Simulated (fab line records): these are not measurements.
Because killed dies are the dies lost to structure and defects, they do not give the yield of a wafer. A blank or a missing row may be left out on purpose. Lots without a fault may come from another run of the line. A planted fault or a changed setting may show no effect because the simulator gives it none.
fab line records	flow gf180mcu
[record] lots = 5	wafers = 15	last-day = 34
route steps=602 shown VT_IMPLANT@124 MVSD@136 NWELL@137 LVPWELL@138 MVPSD@139 DUAL_GATE@141
lots that met no fault: taken from a fault-free run of the same line
start-h: start of the lot's first displayed wafer, in hours after the record's first day	wait-h: how many hours have passed since the lot's step before this one	" as in the row above	L1.1+2: several wafers, shown together as one row	- either no value or no given start	* or withheld: withheld	< > ~ a bound
route shown NAME@n: NAME is a module with steps in the file, n the number in the route of the first one	usual: the fault-free wafers' mean and standard deviation	same: alike in all rows	chamber/n: place in a boat	sites: per-site readings	_std_site: their standard deviation	_edge_site: the outer-site mean with the inner-site mean subtracted	radius-mm: how far each site lies from the wafer's centre	mask NAME#n: copy n	behind: the most recent tool/chamber to have shaped the wafer	hold: cause of the lot's hold/its duration in hours/its outcome	device: the transistor (n, p or np) that didn't switch	end of line: tests run on the same wafers once the route is complete	for a step that has no rows: nothing shown but its recipe	killed: dies that structure and defects cost at the first sort, which is not the same as the wafer's yield	map: a wafer's dies, marking killed ones x, the rest . and places with no die _
set.NAME: the setting the step ran with; set.NAME@STEP: the setting that earlier step ran with	model.NAME: the simulator's own value behind a step, which no gauge read
lots seen at some steps along the route; tables by step, rows by wafer
services: a tool's chamber out of use, with start hour (start-h, from the record's first day; less than 0 if before it), hours out, and reason
[[steps]]
[step GF_VT_IMPLANT_HMDS_34]
[recipe] prime-time-s = 60	prime-temp-c = 120
[usual] chill-plate-temp-C = 22.99/0.1
lot.wafer	tool	chamber	start-h	wait-h	chill-plate-temp-C
L074.1	litho-track-02	0	146.28	0.1	22.69
L074.3	"	0	"	"	23.04
L074.4	"	0	"	"	22.96
L084.1	litho-track-02	0	214.38	0.1	23.04
L084.5	"	0	"	"	23.09
L084.6	"	0	"	"	23.05
L087.3	litho-track-02	0	235.63	0.1	22.96
L087.4	"	0	"	"	22.98
L087.5	"	0	"	"	23.03
L092.4	litho-track-03	0	264.27	0.1	23.21
L092.5	"	0	"	"	23.04
L092.6	"	0	"	"	23.04
L096.2	litho-track-01	0	294.99	0.1	22.97
L096.4	"	0	"	"	22.96
L096.5	"	0	"	"	22.89
[step GF_VT_IMPLANT_COAT_35]
[recipe] resist = NOVOLAK	spin-rpm = 3000	resist-thk-nm = 1000
[usual] chill-plate-temp-C = 22.99/0.11
lot.wafer	tool	chamber	start-h	wait-h	chill-plate-temp-C
L074.1	litho-track-02	0	146.43	0.1	23.06
L074.3	"	0	"	"	23.01
L074.4	"	0	"	"	23.00
L084.1	litho-track-02	0	214.53	0.1	23.04
L084.5	"	0	"	"	23.05
L084.6	"	0	"	"	23.06
L087.3	litho-track-02	0	235.78	0.1	22.92
L087.4	"	0	"	"	23.01
L087.5	"	0	"	"	23.07
L092.4	litho-track-03	0	264.42	0.1	22.98
L092.5	"	0	"	"	23.18
L092.6	"	0	"	"	22.92
L096.2	litho-track-01	0	295.14	0.1	23.13
L096.4	"	0	"	"	23.07
L096.5	"	0	"	"	23.01
[step GF_VT_IMPLANT_SOFTBAKE_36]
[recipe] temp-c = 90	time-s = 60	resist = NOVOLAK
[usual] chill-plate-temp-C = 23.00/0.12
lot.wafer	tool	chamber	start-h	wait-h	chill-plate-temp-C
L074.1	litho-track-02	0	146.58	0.1	22.93
L074.3	"	0	"	"	22.97
L074.4	"	0	"	"	22.90
L084.1	litho-track-02	0	214.68	0.1	22.81
L084.5	"	0	"	"	23.01
L084.6	"	0	"	"	22.94
L087.3	litho-track-02	0	235.93	0.1	23.21
L087.4	"	0	"	"	23.02
L087.5	"	0	"	"	23.07
L092.4	litho-track-03	0	264.57	0.1	22.98
L092.5	"	0	"	"	22.91
L092.6	"	0	"	"	23.11
L096.2	litho-track-01	0	295.29	0.1	22.74
L096.4	"	0	"	"	22.89
L096.5	"	0	"	"	22.82
[step GF_VT_IMPLANT_EXPOSE_37]
[recipe] mask-id = Nwell_HV_AREA	target-cd-nm = 860	na = 0.6	source-shape = conventional	sigma-outer = 0.6	dose-mj = 140
[usual] exposure-dose-mJ-cm2 = 139.98/0.15	focus-offset-nm = 0.0/0.49
[same] sigma-outer = 0.6
lot.wafer	tool	chamber	start-h	wait-h	mask	exposure-dose-mJ-cm2	focus-offset-nm
L074.1	iline-stepper-02	0	-	-	Nwell_HV_AREA#0	139.98	1.2
L074.3	"	0	"	"	Nwell_HV_AREA#0	140.25	1.0
L074.4	"	0	"	"	Nwell_HV_AREA#0	140.01	-0.1
L084.1	iline-stepper-01	0	-	-	Nwell_HV_AREA#0	140.14	-0.2
L084.5	"	0	"	"	Nwell_HV_AREA#0	139.78	0.0
L084.6	"	0	"	"	Nwell_HV_AREA#0	140.06	0.0
L087.3	iline-stepper-01	0	-	-	Nwell_HV_AREA#0	140.09	-0.1
L087.4	"	0	"	"	Nwell_HV_AREA#0	140.16	0.4
L087.5	"	0	"	"	Nwell_HV_AREA#0	140.04	-0.6
L092.4	iline-stepper-01	0	-	-	Nwell_HV_AREA#0	140.08	-0.1
L092.5	"	0	"	"	Nwell_HV_AREA#0	140.04	-0.7
L092.6	"	0	"	"	Nwell_HV_AREA#0	139.94	-0.2
L096.2	iline-stepper-01	0	-	-	Nwell_HV_AREA#0	139.97	0.6
L096.4	"	0	"	"	Nwell_HV_AREA#0	140.03	0.4
L096.5	"	0	"	"	Nwell_HV_AREA#0	139.44	0.2
[step GF_VT_IMPLANT_PEB_38]
[recipe] temp-c = withheld	time-s = *	resist = NOVOLAK
[usual] chill-plate-temp-C = *
lot.wafer	tool	chamber	start-h	wait-h	chill-plate-temp-C
L074.1	litho-track-02	0	-	-	*
L074.3	"	0	"	"	*
L074.4	"	0	"	"	*
L084.1	litho-track-02	0	-	-	*
L084.5	"	0	"	"	*
L084.6	"	0	"	"	*
L087.3	litho-track-03	0	-	-	*
L087.4	"	0	"	"	*
L087.5	"	0	"	"	*
L092.4	litho-track-01	0	-	-	*
L092.5	"	0	"	"	*
L092.6	"	0	"	"	*
L096.2	litho-track-03	0	-	-	*
L096.4	"	0	"	"	*
L096.5	"	0	"	"	*
[step GF_VT_IMPLANT_DEVELOP_39]
[recipe] develop-time-s = 60	dev-temp-c = 23
[usual] chill-plate-temp-C = 23.00/0.096
lot.wafer	tool	chamber	start-h	wait-h	chill-plate-temp-C
L074.1	litho-track-02	0	154.38	0.1	22.97
L074.3	"	0	"	"	23.06
L074.4	"	0	"	"	22.92
L084.1	litho-track-02	0	223.83	0.1	23.06
L084.5	"	0	"	"	23.06
L084.6	"	0	"	"	23.17
L087.3	litho-track-03	0	245.24	0.1	23.11
L087.4	"	0	"	"	22.97
L087.5	"	0	"	"	23.09
L092.4	litho-track-01	0	274.54	0.1	22.96
L092.5	"	0	"	"	22.98
L092.6	"	0	"	"	22.93
L096.2	litho-track-03	0	304.27	0.1	22.88
L096.4	"	0	"	"	23.00
L096.5	"	0	"	"	23.08
[step GF_VT_IMPLANT_OVL_MEAS_40]
[usual] VT_IMPLANT_03_OVL = -0.8/1.4
lot.wafer	tool	chamber	start-h	wait-h	VT_IMPLANT_03_OVL[nm]
L074.1	overlay-01	-	154.53	0.1	-2.4
L074.3	"	-	"	"	-1.8
L074.4	"	-	"	"	-2.6
L084.1	overlay-01	-	223.98	0.1	-0.1
L084.5	"	-	"	"	-1.7
L084.6	"	-	"	"	-0.1
L087.3	overlay-02	-	245.36	0.1	0.9
L087.4	"	-	"	"	0.4
L087.5	"	-	"	"	-1.6
L092.4	overlay-02	-	274.64	0.1	-1.3
L092.5	"	-	"	"	0.6
L092.6	"	-	"	"	-2.6
L096.2	overlay-02	-	304.40	0.1	-1.4
L096.4	"	-	"	"	1.3
L096.5	"	-	"	"	1.1
[step GF_VT_IMPLANT_IMPLANT_41]
[recipe] species = As	energy-kev = 70	dose-cm2 = 1.013e+12	tilt-deg = 7
[usual] end-station-pressure-torr = 4.97e-06/2.7e-07
[same] implant-ion-amu = 75
lot.wafer	tool	chamber	start-h	wait-h	end-station-pressure-torr
L074.1	implanter-03	0	154.57	0.0	4.46e-06
L074.3	"	0	"	"	5.38e-06
L074.4	"	0	"	"	4.98e-06
L084.1	implanter-02	0	224.02	0.0	4.66e-06
L084.5	"	0	"	"	4.77e-06
L084.6	"	0	"	"	5.05e-06
L087.3	implanter-02	0	245.43	0.1	5.42e-06
L087.4	"	0	"	"	5.14e-06
L087.5	"	0	"	"	4.72e-06
L092.4	implanter-02	0	274.73	0.1	5.11e-06
L092.5	"	0	"	"	4.49e-06
L092.6	"	0	"	"	4.79e-06
L096.2	implanter-04	0	304.45	0.0	5.07e-06
L096.4	"	0	"	"	5.45e-06
L096.5	"	0	"	"	4.83e-06
[step GF_VT_IMPLANT_STRIP_42]
[recipe] chemistry = O2/N2	power-w = 1400	pressure-mtorr = 1500	platen-temp-c = 250	o2-flow-sccm = 3000	n2-flow-sccm = 300	overash-fraction = 0.5
[usual] drypump-motor-current-A = 6.0/0.39	heater-power-w = 340/58	oes-product-au = 0.716/0.0051	strip-time-to-endpoint-s = 12.64/0.042
lot.wafer	tool	chamber	start-h	wait-h	drypump-motor-current-A	heater-power-w	oes-product-au	rf-hours-counter-h	strip-time-to-endpoint-s
L074.1	plasma-asher-02	1	154.72	0.1	5.5	304	0.716	4	12.63
L074.3	"	0	"	"	6.2	312	0.708	-	12.66
L074.4	"	1	"	"	5.5	298	0.711	-	12.62
L084.1	plasma-asher-04	0	224.17	0.1	6.5	300	0.717	39	12.71
L084.5	"	0	"	"	6.5	294	0.718	-	12.72
L084.6	"	1	"	"	5.4	284	0.714	-	12.67
L087.3	plasma-asher-02	1	245.56	0.1	5.6	296	0.714	-	12.59
L087.4	"	0	"	"	6.3	315	0.728	-	12.63
L087.5	"	1	"	"	5.5	308	0.713	-	12.60
L092.4	plasma-asher-03	0	274.84	0.1	5.9	452	0.711	-	12.61
L092.5	"	1	"	"	6.5	341	0.707	-	12.58
L092.6	"	0	"	"	5.9	457	0.713	-	12.65
L096.2	plasma-asher-03	1	304.58	0.1	6.5	335	0.715	70	12.53
L096.4	"	1	"	"	6.5	340	0.710	-	12.55
L096.5	"	0	"	"	5.9	450	0.710	-	12.59
[step GF_VT_IMPLANT_TW_MEAS_43]
[usual] VT_IMPLANT_4_TW = 692/6
lot.wafer	tool	chamber	start-h	wait-h	VT_IMPLANT_4_TW
L074.1	film-metro-01	-	154.82	0.1	686
L074.3	"	-	"	"	688
L074.4	"	-	"	"	686
L084.1	film-metro-01	-	224.27	0.1	689
L084.5	"	-	"	"	686
L084.6	"	-	"	"	684
L087.3	film-metro-04	-	245.65	0.1	693
L087.4	"	-	"	"	695
L087.5	"	-	"	"	698
L092.4	film-metro-01	-	274.94	0.1	692
L092.5	"	-	"	"	692
L092.6	"	-	"	"	689
L096.2	film-metro-01	-	304.70	0.1	685
L096.4	"	-	"	"	686
L096.5	"	-	"	"	687
[step GF_VT_IMPLANT_CLEAN_44]
[recipe] chemistry = SC1/SC2	mix = 1:4:20	temp-c = 70	time-s = 150	dry = n2-spin
[usual] bath-heat-duty-pct = 13.4/1.1
lot.wafer	tool	chamber	start-h	wait-h	bath-heat-duty-pct
L074.1	wet-bench-01	0	154.88	0.1	14.4
L074.3	"	0	"	"	13.4
L074.4	"	0	"	"	15.8
L084.1	wet-bench-03	3	224.33	0.1	12.9
L084.5	"	3	"	"	14.6
L084.6	"	3	"	"	13.1
L087.3	wet-bench-04	3	245.69	0.0	11.9
L087.4	"	3	"	"	11.9
L087.5	"	3	"	"	13.3
L092.4	wet-bench-04	0	274.97	0.0	14.9
L092.5	"	0	"	"	13.8
L092.6	"	0	"	"	15.4
L096.2	wet-bench-01	1	304.75	0.0	13.3
L096.4	"	1	"	"	12.9
L096.5	"	1	"	"	13.9
[step GF_VT_IMPLANT_RTA_45]
[recipe] temp-c = 1050	time-s = 30	ambient = N2
[usual] lamp-power-pct = 40.0/0.41	wafer_temp_C_max = 1054.5/1.1
lot.wafer	tool	chamber	start-h	wait-h	lamp-power-pct	wafer_temp_C_max
L074.1	rtp-anneal-01	0	154.93	0.0	40.5	1052.7
L074.3	"	0	"	"	40.6	1053.0
L074.4	"	0	"	"	40.5	1053.5
L084.1	rtp-anneal-01	0	224.38	0.0	40.5	1052.5
L084.5	"	0	"	"	40.6	1052.7
L084.6	"	0	"	"	40.6	1053.2
L087.3	rtp-anneal-02	0	245.77	0.0	39.7	1056.1
L087.4	"	0	"	"	39.7	1056.0
L087.5	"	0	"	"	39.7	1059.3
L092.4	rtp-anneal-02	0	275.07	0.1	39.7	1053.9
L092.5	"	0	"	"	39.7	1055.1
L092.6	"	0	"	"	39.7	1054.6
L096.2	rtp-anneal-01	0	304.82	0.0	40.5	1054.5
L096.4	"	0	"	"	40.5	1053.0
L096.5	"	0	"	"	40.5	1054.1
[step GF_VT_IMPLANT_RS_MEAS_46]
[recipe] thk-meas-gauge = four-point-probe
[usual] MVSD_RS = 456.5/0.93
lot.wafer	tool	chamber	start-h	wait-h	MVSD_RS[ohm/sq]
L074.1	film-metro-04	-	155.03	0.1	456.1
L074.3	"	-	"	"	455.8
L074.4	"	-	"	"	456.3
L084.1	film-metro-04	-	224.48	0.1	456.2
L084.5	"	-	"	"	456.7
L084.6	"	-	"	"	456.9
L087.3	film-metro-03	-	245.88	0.1	455.8
L087.4	"	-	"	"	455.7
L087.5	"	-	"	"	455.7
L092.4	film-metro-03	-	275.18	0.1	457.2
L092.5	"	-	"	"	456.7
L092.6	"	-	"	"	456.4
L096.2	film-metro-03	-	304.92	0.1	455.9
L096.4	"	-	"	"	456.1
L096.5	"	-	"	"	456.7
[step GF_VT_IMPLANT_RS_MEAS_47]
[recipe] thk-meas-gauge = four-point-probe
[usual] NWELL_RS = 487.6/1.6
lot.wafer	tool	chamber	start-h	wait-h	NWELL_RS[ohm/sq]
L074.1	film-metro-04	-	155.15	0.1	487.5
L074.3	"	-	"	"	486.9
L074.4	"	-	"	"	487.2
L084.1	film-metro-04	-	224.60	0.1	491.2
L084.5	"	-	"	"	490.8
L084.6	"	-	"	"	491.2
L087.3	film-metro-03	-	246.00	0.1	487.5
L087.4	"	-	"	"	486.5
L087.5	"	-	"	"	484.4
L092.4	film-metro-03	-	275.30	0.1	489.1
L092.5	"	-	"	"	488.5
L092.6	"	-	"	"	487.9
L096.2	film-metro-03	-	305.04	0.1	485.6
L096.4	"	-	"	"	484.5
L096.5	"	-	"	"	485.4
[step GF_VT_IMPLANT_RS_MEAS_48]
[recipe] thk-meas-gauge = four-point-probe
[usual] LVPWELL_RS = 1195.9/2.7
lot.wafer	tool	chamber	start-h	wait-h	LVPWELL_RS[ohm/sq]
L074.1	film-metro-04	-	155.27	0.1	1197.7
L074.3	"	-	"	"	1194.3
L074.4	"	-	"	"	1197.8
L084.1	film-metro-04	-	224.72	0.1	1199.5
L084.5	"	-	"	"	1198.8
L084.6	"	-	"	"	1198.5
L087.3	film-metro-03	-	246.12	0.1	1198.6
L087.4	"	-	"	"	1193.0
L087.5	"	-	"	"	1196.2
L092.4	film-metro-03	-	275.42	0.1	1195.1
L092.5	"	-	"	"	1192.6
L092.6	"	-	"	"	1194.5
L096.2	film-metro-03	-	305.16	0.1	1192.8
L096.4	"	-	"	"	1191.1
L096.5	"	-	"	"	1191.5
[step GF_VT_IMPLANT_RS_MEAS_49]
[recipe] thk-meas-gauge = four-point-probe
[usual] MVPSD_RS = 1168.1/2.6
lot.wafer	tool	chamber	start-h	wait-h	MVPSD_RS[ohm/sq]
L074.1	film-metro-04	-	155.39	0.1	1166.7
L074.3	"	-	"	"	1164.6
L074.4	"	-	"	"	1166.1
L084.1	film-metro-04	-	224.84	0.1	1169.3
L084.5	"	-	"	"	1168.4
L084.6	"	-	"	"	1168.3
L087.3	film-metro-03	-	246.24	0.1	1168.9
L087.4	"	-	"	"	1165.6
L087.5	"	-	"	"	1165.8
L092.4	film-metro-03	-	275.54	0.1	1168.0
L092.5	"	-	"	"	1165.2
L092.6	"	-	"	"	1167.1
L096.2	film-metro-03	-	305.28	0.1	1170.3
L096.4	"	-	"	"	1167.3
L096.5	"	-	"	"	1167.5
[step GF_VT_IMPLANT_WET_ETCH_50]
[recipe] chemistry = dHF	target-depth-nm = 20	target = SiO2	temp-c = 25	dilution = 100:1	time-s = 400
[usual] bath-heat-duty-pct = 6.3/0.68
lot.wafer	tool	chamber	start-h	wait-h	bath-heat-duty-pct
L074.1	wet-bench-04	1	155.51	0.1	6.4
L074.3	"	1	"	"	7.3
L074.4	"	1	"	"	6.6
L084.1	wet-bench-03	3	224.96	0.1	6.3
L084.5	"	3	"	"	6.5
L084.6	"	3	"	"	5.6
L087.3	wet-bench-03	1	246.32	0.1	6.9
L087.4	"	1	"	"	6.3
L087.5	"	1	"	"	7.2
L092.4	wet-bench-01	2	275.60	0.0	6.2
L092.5	"	2	"	"	6.9
L092.6	"	2	"	"	6.2
L096.2	wet-bench-03	0	305.38	0.1	6.0
L096.4	"	0	"	"	5.6
L096.5	"	0	"	"	5.5
[step GF_DUAL_GATE_CLEAN_00]
[recipe] chemistry = SC1/SC2	mix = 1:4:20	temp-c = 70	time-s = 150
[usual] bath-heat-duty-pct = 13.5/1.1
lot.wafer	tool	chamber	start-h	wait-h	bath-heat-duty-pct
L074.1	wet-bench-01	0	155.63	0.0	13.5
L074.3	"	0	"	"	15.6
L074.4	"	0	"	"	15.0
L084.1	wet-bench-01	3	225.09	0.0	12.5
L084.5	"	3	"	"	12.7
L084.6	"	3	"	"	13.0
L087.3	wet-bench-04	2	246.44	0.0	12.6
L087.4	"	2	"	"	14.6
L087.5	"	2	"	"	15.2
L092.4	wet-bench-04	1	275.72	0.0	14.3
L092.5	"	1	"	"	14.3
L092.6	"	1	"	"	14.9
L096.2	wet-bench-04	2	305.50	0.0	15.2
L096.4	"	2	"	"	14.3
L096.5	"	2	"	"	14.2
[step GF_DUAL_GATE_CLEAN_01]
[recipe] chemistry = dHF	time-s = 20	dilution = 100:1	dry = ipa-marangoni
lot.wafer	tool	chamber	start-h	wait-h
L074.1+3+4	wet-bench-03	1	155.68	0.0
L084.1+5+6	wet-bench-04	0	225.15	0.0
L087.3+4+5	wet-bench-03	0	246.49	0.0
L092.4+5+6	wet-bench-03	3	275.77	0.0
L096.2+4+5	wet-bench-01	0	305.55	0.0
[step GF_DUAL_GATE_OXIDATION_02]
[recipe] temp-c = 900	ambient = O2	stabilise-s = 600	purge-s = 300	target-thk-a = 108.87	ox-time-s = 1602
[usual] tube-center-temp-C = 899.99/0.087	zone-power-centre-pct = 20.2/0.52	zone-power-top-pct = 37.9/1
lot.wafer	tool	chamber	start-h	wait-h	tube-center-temp-C	zone-power-centre-pct	zone-power-top-pct
L074.1	furnace-02	0	156.62	0.9	900.13	20.1	37.3
L074.3	"	0	"	"	899.98	19.7	37.8
L074.4	"	0	"	"	900.01	19.7	37.3
L084.1	furnace-01	0	226.73	1.6	900.08	20.5	39.8
L084.5	"	0	"	"	899.97	20.8	39.2
L084.6	"	0	"	"	900.05	20.9	39.1
L087.3	furnace-01	0	247.76	1.3	900.04	20.9	39.4
L087.4	"	0	"	"	899.93	20.8	39.9
L087.5	"	0	"	"	899.97	21.1	39.3
L092.4	furnace-02	0	277.76	2.0	899.97	20.0	36.5
L092.5	"	0	"	"	899.95	19.5	37.5
L092.6	"	0	"	"	899.92	19.8	37.2
L096.2	furnace-02	0	306.17	0.6	900.01	19.9	37.7
L096.4	"	0	"	"	899.92	19.8	37.2
L096.5	"	0	"	"	900.01	19.7	37.3
[step GF_DUAL_GATE_THK_MEAS_03]
[recipe] reads = SiO2_of_DUAL_GATE_OXIDATION_02
[usual] DUAL_GATE_OXIDATION_00_THK = 10.82/0.19
lot.wafer	tool	chamber	start-h	wait-h	DUAL_GATE_OXIDATION_00_THK[nm]
L074.1	film-metro-02	-	158.07	0.0	10.45
L074.3	"	-	"	"	10.77
L074.4	"	-	"	"	10.53
L084.1	film-metro-02	-	228.27	0.1	10.88
L084.5	"	-	"	"	10.89
L084.6	"	-	"	"	10.83
L087.3	film-metro-02	-	249.23	0.0	10.59
L087.4	"	-	"	"	10.55
L087.5	"	-	"	"	10.72
L092.4	film-metro-02	-	279.24	0.0	10.66
L092.5	"	-	"	"	10.72
L092.6	"	-	"	"	10.72
L096.2	film-metro-02	-	307.63	0.0	10.90
L096.4	"	-	"	"	10.99
L096.5	"	-	"	"	10.96
[step GF_DUAL_GATE_DEHYDRATE_04]
[recipe] temp-c = 200	time-s = 60
[usual] chill-plate-temp-C = 23.04/0.1
lot.wafer	tool	chamber	start-h	wait-h	chill-plate-temp-C
L074.1	litho-track-04	0	165.37	7.3	23.09
L074.3	"	0	"	"	23.03
L074.4	"	0	"	"	23.04
L084.1	litho-track-02	0	236.38	8.1	23.13
L084.5	"	0	"	"	23.18
L084.6	"	0	"	"	23.08
L087.3	litho-track-04	0	257.97	8.7	23.15
L087.4	"	0	"	"	22.99
L087.5	"	0	"	"	23.08
L092.4	litho-track-04	0	288.64	9.4	23.21
L092.5	"	0	"	"	22.96
L092.6	"	0	"	"	22.97
L096.2	litho-track-02	0	317.41	9.8	22.83
L096.4	"	0	"	"	22.94
L096.5	"	0	"	"	23.17
[step GF_DUAL_GATE_HMDS_05]
[recipe] prime-time-s = 60	prime-temp-c = 120
[usual] chill-plate-temp-C = 23.01/0.12
lot.wafer	tool	chamber	start-h	wait-h	chill-plate-temp-C
L074.1	litho-track-04	0	165.52	0.1	22.97
L074.3	"	0	"	"	22.78
L074.4	"	0	"	"	22.92
L084.1	litho-track-02	0	236.53	0.1	22.96
L084.5	"	0	"	"	22.89
L084.6	"	0	"	"	23.10
L087.3	litho-track-04	0	258.12	0.1	22.91
L087.4	"	0	"	"	22.89
L087.5	"	0	"	"	22.96
L092.4	litho-track-04	0	288.79	0.1	23.11
L092.5	"	0	"	"	22.99
L092.6	"	0	"	"	23.22
L096.2	litho-track-02	0	317.56	0.1	22.88
L096.4	"	0	"	"	23.07
L096.5	"	0	"	"	22.89
[step GF_DUAL_GATE_COAT_06]
[recipe] resist = NOVOLAK	spin-rpm = 3000	resist-thk-nm = 1000
[usual] chill-plate-temp-C = 22.98/0.1
lot.wafer	tool	chamber	start-h	wait-h	chill-plate-temp-C
L074.1	litho-track-04	0	165.67	0.1	23.03
L074.3	"	0	"	"	22.94
L074.4	"	0	"	"	22.87
L084.1	litho-track-02	0	236.68	0.1	23.01
L084.5	"	0	"	"	23.02
L084.6	"	0	"	"	22.83
L087.3	litho-track-04	0	258.27	0.1	22.93
L087.4	"	0	"	"	22.97
L087.5	"	0	"	"	23.09
L092.4	litho-track-04	0	288.94	0.1	22.83
L092.5	"	0	"	"	23.16
L092.6	"	0	"	"	23.07
L096.2	litho-track-02	0	317.71	0.1	22.97
L096.4	"	0	"	"	23.03
L096.5	"	0	"	"	23.05
[[services]]
tool	chamber	start-h	hours	kind
implanter-03	-	123.46	16.2	repair
plasma-asher-03	-	126.66	8.8	repair
furnace-02	-	132.12	3.8	pm
iline-stepper-02	-	135.83	8.9	pm
plasma-asher-04	-	145.10	3.4	repair
iline-stepper-02	-	152.91	2.1	pm
plasma-asher-02	-	156.70	4.9	repair
rtp-anneal-01	-	157.82	4.8	pm
implanter-02	-	161.32	2.3	repair
implanter-02	-	161.43	5.5	repair
plasma-asher-03	-	162.32	0.4	repair
furnace-01	-	171.53	3.4	pm
wet-bench-04	-	177.47	1.5	repair
plasma-asher-02	-	193.31	3.3	repair
implanter-02	-	195.73	6.9	repair
iline-stepper-02	-	215.35	1.7	pm
implanter-02	-	216.83	4.6	repair
implanter-03	-	221.16	3.7	pm
implanter-02	-	230.74	1.9	repair
wet-bench-01	-	244.63	2.5	repair
rtp-anneal-02	-	252.48	5.5	pm
plasma-asher-03	-	257.81	0.4	repair
furnace-02	-	273.24	3.1	pm
furnace-01	-	284.37	14.8	repair
[[key]]
fault none
